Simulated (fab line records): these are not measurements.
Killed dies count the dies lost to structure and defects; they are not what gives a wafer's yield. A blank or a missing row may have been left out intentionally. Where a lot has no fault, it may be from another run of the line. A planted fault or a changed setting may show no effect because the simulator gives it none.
One fault through the eyes of 2 desks :: flow sky130 :: each desk holds nothing but its own numbers, with what lay behind them at the end

TOOL OWNER'S DESK, furnace-01
The tool's own readings at SKY_POLY_GATE_OXIDATION_20 (stabilise 600 s, purge 300 s, target thk 4 nm): means of the sampled wafers that have a number, for each lot that ran on this tool. Marked OUT: a lot whose mean sits more than 4 standard deviations from the usual mean, which makes it out of limits; the brackets give that distance. It has 8 readings, of which 7 appear: the earliest out of limits, and the ones furthest out on some lot.
Columns: A = spike_tc_bottom_C at SKY_POLY_GATE_OXIDATION_20, usual 866.1 C; B = spike_tc_centre_C at SKY_POLY_GATE_OXIDATION_20, usual 849.8 C; C = spike_tc_lower_C at SKY_POLY_GATE_OXIDATION_20, usual 850.8 C; D = spike_tc_top_C at SKY_POLY_GATE_OXIDATION_20, usual 861.5 C; E = spike_tc_upper_C at SKY_POLY_GATE_OXIDATION_20, usual 848.6 C; F = tube_center_temp_C at SKY_POLY_GATE_OXIDATION_20, usual 850.01 C; G = tube_center_temp_C_max at SKY_POLY_GATE_OXIDATION_20, usual 852.2
lot: L209
first seen here: day 16 23:42
A: 867.8
B: 849.9
C: 850.9
D: 861.1
E: 848.4
F: 850.12
G: 852.1

lot: L211
first seen here: day 17 22:56
A: 867.6
B: 851.1
C: 850.4
D: 860.9
E: 848.4
F: 849.91
G: 852.2

lot: L213
first seen here: day 18 12:59
A: 878.1 (+6.0) OUT
B: 859.8 (+10) OUT
C: 861.8 (+10) OUT
D: 871.4 (+7.6) OUT
E: 859.5 (+9.9) OUT
F: 860.62 (+99 or more) OUT
G: 863.0 (+28) OUT

lot: L214
first seen here: day 19 01:21
A: 878.2 (+6.0) OUT
B: 860.2 (+11) OUT
C: 861.3 (+9.5) OUT
D: 870.0 (+6.5) OUT
E: 859.4 (+9.8) OUT
F: 860.59 (+99 or more) OUT
G: 862.7 (+28) OUT

lot: L223
first seen here: day 22 03:25
A: 867.3
B: 850.8
C: 851.9
D: 860.4
E: 848.8
F: 850.01
G: 852.3

lot: L226
first seen here: day 23 08:22
A: 867.2
B: 849.4
C: 851.5
D: 861.4
E: 849.5
F: 849.97
G: 852.2

lot: L230
first seen here: day 24 11:57
A: 867.3
B: 850.0
C: 850.9
D: 860.4
E: 848.4
F: 849.92
G: 851.8

lot: L231
first seen here: day 24 20:22
A: 867.6
B: 849.7
C: 850.5
D: 861.2
E: 849.0
F: 850.01
G: 852.3
This desk's verdict: out of limits on L213, L214, starting with L213 at day 18 12:59 (spike_tc_bottom_C at SKY_POLY_GATE_OXIDATION_20). In limits: L209, L211, L223, L226, L230, L231.

AT THE METROLOGY DESK
What the gauges read, lot by lot, whatever tool the lot ran on: means of the sampled wafers that have a number. Marked OUT: a lot whose mean sits more than 4 standard deviations from the usual mean, which makes it out of limits; the brackets give that distance.
Columns: A = POLY_GATE_OXIDATION_THK at SKY_POLY_GATE_THK_MEAS_21, usual 4.02 nm
lot: L209
first seen here: day 17 00:57
A: 3.99

lot: L211
first seen here: day 18 00:10
A: 3.97

lot: L212
first seen here: day 18 03:00
A: 4.09

lot: L213
first seen here: day 18 14:14
A: 4.75 (+9.9) OUT

lot: L214
first seen here: day 19 02:36
A: 4.62 (+8.1) OUT

lot: L223
first seen here: day 22 04:41
A: 3.99

lot: L226
first seen here: day 23 09:37
A: 4.14

lot: L228
first seen here: day 23 20:24
A: 4.03

lot: L230
first seen here: day 24 13:13
A: 4.07

lot: L231
first seen here: day 24 21:38
A: 4.00
This desk finds L213, L214 out of limits, with the earliest case on L213 at day 18 14:14 (POLY_GATE_OXIDATION_THK at SKY_POLY_GATE_THK_MEAS_21). In limits: L209, L211, L212, L223, L226, L228, L230, L231.

PUT TOGETHER
The tool owner's desk could have raised an alarm at day 18 12:59, on L213, L214.
L213, L214 would have let the metrology desk raise an alarm at day 18 14:14.
SKY_POLY_GATE_OXIDATION_20 was run on furnace-01 by each of the lots named.

WHAT THE SIMULATOR HAD INSERTED
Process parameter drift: furnace-01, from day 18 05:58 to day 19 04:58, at SKY_POLY_GATE_OXIDATION_20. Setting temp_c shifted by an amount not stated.
Struck lots among those shown: L213, L214.
Delay (hours) between the fault's onset and each desk's first out-of-limits reading: 7 at the tool owner's desk, 8 at the metrology desk.
